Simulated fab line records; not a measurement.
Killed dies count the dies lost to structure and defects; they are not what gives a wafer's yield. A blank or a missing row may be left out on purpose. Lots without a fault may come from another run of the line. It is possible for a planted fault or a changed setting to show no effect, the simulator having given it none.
A struck lot beside a sound one / flow sky130 / 15 steps out of a route of 708
Sound: these wafers, L694.1, L694.3, L694.5. Wafers struck: L704.2, L704.3, L704.5. The cause is named last.
Per side, at each step with rows, come the tool, then ch with its chambers, and then its first start. Under that, the readings that differ: sound wafers / struck wafers / difference of the means / sigmas: that difference in standard deviations of wafers without a fault.
alike: same words and numbers on both sides, and readings whose means sit less than 2 such deviations apart. not compared: any withheld reading, any reading some wafer has no value for, any bound like >300 that may hide the same value, and any number with overlapping values for which the record gives no deviation.
A row with sigmas, a row that says differs or no value, or rows on one side alone: a step with any of these is where the two part. Numbers that don't overlap but have no deviation are shown without sigmas and don't part them. Lack of a reading on every wafer of one side parts them only where that side has two or more wafers.

first, 6 steps without rows for these wafers: SKY_LDD_N_HMDS_01 (prime time 60 s); SKY_LDD_N_COAT_02 (resist thk 300 nm); SKY_LDD_N_SOFTBAKE_03 (time 60 s); SKY_LDD_N_EXPOSE_04 (exposes mask NTM, target cd 840 nm); SKY_LDD_N_PEB_05; SKY_LDD_N_DEVELOP_06 (develop time 60 s).
SKY_LDD_N_OVL_MEAS_07:
  sound: overlay-01 at day 19 04:25; struck: overlay-01 at day 22 21:20
  alike: LDD_N_OVL
then, 5 steps without rows for these wafers: SKY_LDD_N_IMPLANT_08; SKY_LDD_N_IMPLANT_09; SKY_LDD_N_IMPLANT_10; SKY_LDD_N_IMPLANT_11; SKY_LDD_N_IMPLANT_12.
SKY_LDD_N_IMPLANT_13:
  sound on implanter-02 ch 0, day 19 05:12; struck on implanter-03 ch 0, day 22 22:28
  alike: rotation-deg
following that, these wafers have no rows for 1 step: SKY_LDD_N_IMPLANT_14.
-- the record jumps here: 26 days lie between the struck wafers' starts before and after (it left off in module LDD_N and takes up again in module PAD_OPEN, whose first step shown is number 708 of the route) --
SKY_PAD_OPEN_PROBE_99:
  sound: prober-01 at day 46 19:55; struck: prober-02 at day 49 01:32
reading=model.etest.tip-n.rs-ohm-sq; sound=444 441.7 438.9; struck=453 453.6 450.5; difference=+11; sigmas=
reading=model.etest.nfet_01v8_turned.vt-v (V); sound=0.7072 0.7055 0.6888; struck=0.7335 0.7293 0.7306; difference=+0.0306; sigmas=
reading=model.etest.nfet_01v8_lvt.vt-sat-v (V); sound=0.5396 0.5487 0.5344; struck=0.57 0.5631 0.574; difference=+0.03; sigmas=
reading=model.etest.nfet_01v8_swapped.vt-sat-v (V); sound=0.6559 0.6568 0.6456; struck=0.6734 0.6671 0.6746; difference=+0.0189; sigmas=
  alike: killed_at_M0_to_M3, killed_at_M4_up, killed-at-contacts, killed-at-front-end, killed-at-other, killed-dies, killed-open, killed-short
  not compared: model.etest.nfet_01v8_turned.drive-ua-um, model.etest.nfet_01v8_lvt.drive-ua-um, model.etest.nfet_01v8.drive-ua-um, model.etest.nfet_01v8_swapped.drive-ua-um

== WHERE THEY PART ==
Nowhere in this record.

WHY: what the simulator had put in
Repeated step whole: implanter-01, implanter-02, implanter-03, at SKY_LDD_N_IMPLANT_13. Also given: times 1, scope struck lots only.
